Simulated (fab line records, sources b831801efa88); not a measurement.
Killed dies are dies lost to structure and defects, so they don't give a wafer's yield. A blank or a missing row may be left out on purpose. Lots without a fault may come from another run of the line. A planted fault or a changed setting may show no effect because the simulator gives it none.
One fault seen from 2 desks | flow gf180mcu | each desk has only its own numbers; what lay behind them comes last

THE METROLOGY DESK
What the gauges read, lot by lot, whatever tool the lot ran on: means of the sampled wafers that have a number. A lot is out of limits, marked OUT, if its mean lies more than 4 standard deviations from the usual mean; the brackets give that distance.
Columns: A = V1_CVD_00_THK at GF_V1_THK_MEAS_01, usual 601 nm; B = M2_ALCU_RS at GF_M2_RS_MEAS_05, usual 0.0695 ohm/sq
lot  | first seen here | A   | B
L937 | day 17 12:35    | 599 | 0.0699
L939 | day 18 12:36    | 599 | 0.0692
L938 | day 18 13:02    | 601 | 0.0692
L941 | day 19 10:50    | 595 | 0.0695
L944 | day 20 05:43    | 600 | -
L945 | day 20 13:20    | 609 | -
L951 | day 22 12:08    | 613 | 0.0684
L952 | day 22 22:14    | 600 | 0.0692
L953 | day 23 06:32    | 601 | 0.0693
L954 | day 23 19:05    | 605 | 0.0693
L955 | day 23 23:39    | 597 | 0.0693
L956 | day 24 09:23    | 602 | 0.0695
L957 | day 24 18:37    | 600 | 0.0691
L958 | day 24 23:18    | 605 | 0.0696
This desk's finding: nothing out of limits on any of the 14 lots.

THE TOOL OWNER'S DESK: plasma_asher-02
The tool's own readings at GF_V1_STRIP_18 (strips in O2/N2): means of the sampled wafers that have a number, for each lot that ran on this tool. A lot is out of limits, marked OUT, if its mean lies more than 4 standard deviations from the usual mean; the brackets give that distance.
Columns: A = chamber_pressure_mTorr at GF_V1_STRIP_18, usual 1499.9 mTorr; B = drypump_motor_current_A at GF_V1_STRIP_18, usual 5.5 A; C = heater_power_w at GF_V1_STRIP_18, usual 354 W; D = oes_product_au at GF_V1_STRIP_18, usual 0.591 a.u.
lot  | first seen here | A      | B   | C   | D
L937 | day 18 13:07    | 1499.4 | 5.8 | 354 | 0.593
This desk's finding: nothing out of limits on the one lot.

PUT TOGETHER
The metrology desk saw nothing out of limits.
The tool owner's desk saw nothing out of limits.

WHAT THE SIMULATOR HAD PUT IN
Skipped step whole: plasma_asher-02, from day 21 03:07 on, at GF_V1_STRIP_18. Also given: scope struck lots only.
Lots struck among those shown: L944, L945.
